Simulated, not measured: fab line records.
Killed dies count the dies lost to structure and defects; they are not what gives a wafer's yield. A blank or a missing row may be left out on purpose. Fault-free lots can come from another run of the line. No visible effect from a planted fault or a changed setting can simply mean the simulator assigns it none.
Tool commonality check -- flow gf180mcu -- 13 lots, 37 wafers sampled

== WHY IT WAS OPENED ==
GF_V4_THK_MEAS_03, reading V4_CVD_02_THK: flagged on 1 of 13 lots. Wafers without a fault read 852 nm, standard deviation 11.
Rule: a lot is flagged in two cases, either no wafer of it has a number, or all its wafers with numbers fall more than 4 standard deviations from that mean. The other lots count as sound.

lot,measured,on,"V4_CVD_02_THK (nm), wafer by wafer",flag
L672,day 23 08:19,filmMetro-02,854 862 857,
L673,day 23 19:17,filmMetro-02,869 856 865,
L675,day 24 18:00,filmMetro-01,850 841 855,
L676,day 25 00:54,filmMetro-04,841 866 853,
L681,day 26 13:17,filmMetro-04,850 846 860,
L686,day 28 03:32,filmMetro-01,751,FLAGGED
L688,day 28 18:31,filmMetro-01,863 873 858,
L689,day 29 01:44,filmMetro-04,849 857 849,
L691,day 29 13:05,filmMetro-04,848 862 874,
L690,day 29 14:20,filmMetro-02,859 853 854,
L692,day 29 17:53,filmMetro-02,842 855 855,
L694,day 30 07:23,filmMetro-02,858 879 881,
L695,day 30 14:47,filmMetro-04,836 846 849,
The numbers of the flagged lots are 751 nm on average: -101 nm against the usual, or -9 standard deviations.

== EACH LOT AND THE TOOL IT RAN ON ==
The record holds 1 process step before the reading, out of a route of 602 steps. Read each cell as the tool, then ch plus the chambers that the sampled wafers visited, then the start.
lot,flag,GF_V4_CVD_02
L672,,"pecvd-04 ch 1,2, day 23 08:14"
L673,,"pecvd-02 ch 0,1,2, day 23 19:14"
L675,,"pecvd-02 ch 0,1,2, day 24 17:56"
L676,,"pecvd-02 ch 0,1,2, day 25 00:49"
L681,,"pecvd-01 ch 1,2, day 26 13:13"
L686,FLAGGED,"pecvd-01 ch 1, day 28 03:28"
L688,,"pecvd-04 ch 0,1,2, day 28 18:26"
L689,,"pecvd-04 ch 0,1, day 29 01:39"
L691,,"pecvd-04 ch 0,1,2, day 29 13:00"
L690,,"pecvd-02 ch 1,2, day 29 14:15"
L692,,"pecvd-02 ch 0,1, day 29 17:49"
L694,,"pecvd-02 ch 0,1,2, day 30 07:18"
L695,,"pecvd-02 ch 0,1,2, day 30 14:43"
These steps, and what they do:
- GF_V4_CVD_02: deposits SiO2 from TEOS, target thk 850 nm, time 94.851 s.
- GF_V4_THK_MEAS_03

== FLAGGED AGAINST TOTAL, ONE TOOL AT A TIME (gauges that did the reading follow at the end) ==
step,tool,lots run,flagged,share of the flagged lots,sound lots run after its first flagged lot
GF_V4_CVD_02,pecvd-01,2,1,all,0
GF_V4_CVD_02,pecvd-02,7,0,none,-
GF_V4_CVD_02,pecvd-04,4,0,none,-
GF_V4_THK_MEAS_03,filmMetro-01,3,1,all,1 (L688)
GF_V4_THK_MEAS_03,filmMetro-02,5,0,none,-
GF_V4_THK_MEAS_03,filmMetro-04,5,0,none,-

== WHAT THE TABLE PERMITS ==
Every flagged lot went through 2 rows of the table: pecvd-01 at GF_V4_CVD_02 and filmMetro-01 at GF_V4_THK_MEAS_03.
- pecvd-01 at GF_V4_CVD_02 ran 2 lots, 1 of them flagged. A fault beginning between L681 (day 26 13:13), its last sound lot, and L686 (day 28 03:28), its first flagged one, fits the data.
- filmMetro-01 at GF_V4_THK_MEAS_03 ran 3 lots, 1 of them flagged. Sound lots followed the first flagged one (L688) on it, something a lasting fault affecting the whole tool could not allow.
What remains is a single tool, pecvd-01 at GF_V4_CVD_02.

== WHAT WAS PUT IN BY THE SIMULATOR ==
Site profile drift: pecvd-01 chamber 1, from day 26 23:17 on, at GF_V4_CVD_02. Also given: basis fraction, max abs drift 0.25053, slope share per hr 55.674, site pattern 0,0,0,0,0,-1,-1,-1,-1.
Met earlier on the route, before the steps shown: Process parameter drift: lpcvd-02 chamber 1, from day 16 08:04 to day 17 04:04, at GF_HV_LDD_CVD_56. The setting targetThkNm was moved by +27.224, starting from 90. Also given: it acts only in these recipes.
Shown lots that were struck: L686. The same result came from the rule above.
